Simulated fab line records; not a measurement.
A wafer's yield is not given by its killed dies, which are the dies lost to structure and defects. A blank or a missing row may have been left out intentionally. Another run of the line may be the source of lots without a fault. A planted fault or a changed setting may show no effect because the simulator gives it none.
Check of tool commonality :: flow sky130 :: Sampled: 12 lots, 36 wafers

## REASON IT WAS OPENED
Flagged at SKY_FIELD_ISO_CD_MEAS_13: reading cd_nm, on 2 of 12 lots. Wafers without a fault read 150.3 nm, standard deviation 1.6.
Rule: flag the lot when none of its wafers has a number, or when each of its wafers that has one lies beyond 4 standard deviations from that mean. The other lots count as sound.

lot: L588
measured: day 2 10:26
on: cd_sem-02
cd_nm (nm), wafer by wafer: 148.0 149.2 149.0
flag: 

lot: L591
measured: day 3 02:51
on: cd_sem-01
cd_nm (nm), wafer by wafer: 149.2 150.7 149.5
flag: 

lot: L592
measured: day 3 09:47
on: cd_sem-02
cd_nm (nm), wafer by wafer: 149.0 150.9 150.3
flag: 

lot: L593
measured: day 3 14:43
on: cd_sem-02
cd_nm (nm), wafer by wafer: 153.0 151.6 152.3
flag: 

lot: L597
measured: day 4 08:44
on: cd_sem-02
cd_nm (nm), wafer by wafer: 151.2 151.1 150.5
flag: 

lot: L599
measured: day 4 19:35
on: cd_sem-01
cd_nm (nm), wafer by wafer: 151.6 152.1 152.8
flag: 

lot: L603
measured: day 5 16:47
on: cd_sem-01
cd_nm (nm), wafer by wafer: 148.1 150.1 149.5
flag: 

lot: L604
measured: day 5 21:50
on: cd_sem-02
cd_nm (nm), wafer by wafer: 149.6 149.0 148.8
flag: 

lot: L605
measured: day 6 04:14
on: cd_sem-01
cd_nm (nm), wafer by wafer: 132.3 130.9 130.5
flag: FLAGGED

lot: L606
measured: day 6 07:27
on: cd_sem-01
cd_nm (nm), wafer by wafer: 133.1 132.3 132.7
flag: FLAGGED

lot: L607
measured: day 6 13:26
on: cd_sem-01
cd_nm (nm), wafer by wafer: 148.0 149.1 149.0
flag: 

lot: L610
measured: day 7 05:34
on: cd_sem-01
cd_nm (nm), wafer by wafer: 149.5 150.2 149.8
flag: 
Average over the flagged lots: 132.0 nm; offset from the usual -18.3 nm, equal to -11 standard deviations.

## WHICH TOOL RAN EACH LOT
The record holds 1 process step before the reading, out of a route of 708 steps. Read each cell as the tool, then ch plus the chambers that the sampled wafers visited, then the start.
lot: L588
flag: 
SKY_FIELD_ISO_EXPOSE_10: krf_scanner-02 ch 0, day 2 03:08

lot: L591
flag: 
SKY_FIELD_ISO_EXPOSE_10: krf_scanner-02 ch 0, day 2 19:48

lot: L592
flag: 
SKY_FIELD_ISO_EXPOSE_10: krf_scanner-02 ch 0, day 3 02:32

lot: L593
flag: 
SKY_FIELD_ISO_EXPOSE_10: krf_scanner-01 ch 0, day 3 07:12

lot: L597
flag: 
SKY_FIELD_ISO_EXPOSE_10: krf_scanner-02 ch 0, day 4 01:16

lot: L599
flag: 
SKY_FIELD_ISO_EXPOSE_10: krf_scanner-01 ch 0, day 4 11:55

lot: L603
flag: 
SKY_FIELD_ISO_EXPOSE_10: krf_scanner-01 ch 0, day 5 08:44

lot: L604
flag: 
SKY_FIELD_ISO_EXPOSE_10: krf_scanner-01 ch 0, day 5 13:01

lot: L605
flag: FLAGGED
SKY_FIELD_ISO_EXPOSE_10: krf_scanner-02 ch 0, day 5 18:43

lot: L606
flag: FLAGGED
SKY_FIELD_ISO_EXPOSE_10: krf_scanner-02 ch 0, day 5 22:24

lot: L607
flag: 
SKY_FIELD_ISO_EXPOSE_10: krf_scanner-01 ch 0, day 6 04:31

lot: L610
flag: 
SKY_FIELD_ISO_EXPOSE_10: krf_scanner-01 ch 0, day 6 20:09
These steps, and what they do:
- SKY_FIELD_ISO_EXPOSE_10: exposes mask FOM, target cd 150 nm.
- SKY_FIELD_ISO_CD_MEAS_13: target cd 150 nm.

## FLAGGED AGAINST TOTAL, ONE TOOL AT A TIME (gauges that did the reading follow at the end)
step: SKY_FIELD_ISO_EXPOSE_10
tool: krf_scanner-01
lots run: 6
flagged: 0
share of the flagged lots: none
sound lots run after its first flagged lot: -

step: SKY_FIELD_ISO_EXPOSE_10
tool: krf_scanner-02
lots run: 6
flagged: 2
share of the flagged lots: all
sound lots run after its first flagged lot: 0

step: SKY_FIELD_ISO_CD_MEAS_13
tool: cd_sem-01
lots run: 7
flagged: 2
share of the flagged lots: all
sound lots run after its first flagged lot: 2 (L607,L610)

step: SKY_FIELD_ISO_CD_MEAS_13
tool: cd_sem-02
lots run: 5
flagged: 0
share of the flagged lots: none
sound lots run after its first flagged lot: -

## THE TABLE: WHAT IT ALLOWS
In 2 table rows, all flagged lots were run: krf_scanner-02 (SKY_FIELD_ISO_EXPOSE_10), cd_sem-01 (SKY_FIELD_ISO_CD_MEAS_13).
- krf_scanner-02 at SKY_FIELD_ISO_EXPOSE_10: 2 of its 6 lots flagged. It ran its last sound lot, L597, at day 4 01:16 and its first flagged lot, L605, at day 5 18:43: a fault with its onset between the two fits. Its own readings (exposure_dose_mJ_cm2) fall more than 4 standard deviations out on all wafers of the flagged lots.
- cd_sem-01 at SKY_FIELD_ISO_CD_MEAS_13: 2 of its 7 lots flagged. Sound lots followed the first flagged one (L607, L610) on it, something a lasting fault affecting the whole tool could not allow.
Just one tool remains: krf_scanner-02 at SKY_FIELD_ISO_EXPOSE_10.

## WHAT THE SIMULATOR HAD PUT IN
Drift in process parameters on krf_scanner-02 at SKY_FIELD_ISO_EXPOSE_10, starting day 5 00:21. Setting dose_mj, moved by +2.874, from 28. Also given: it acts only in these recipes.
Shown lots that were struck: L605, L606. The same result came from the rule above.
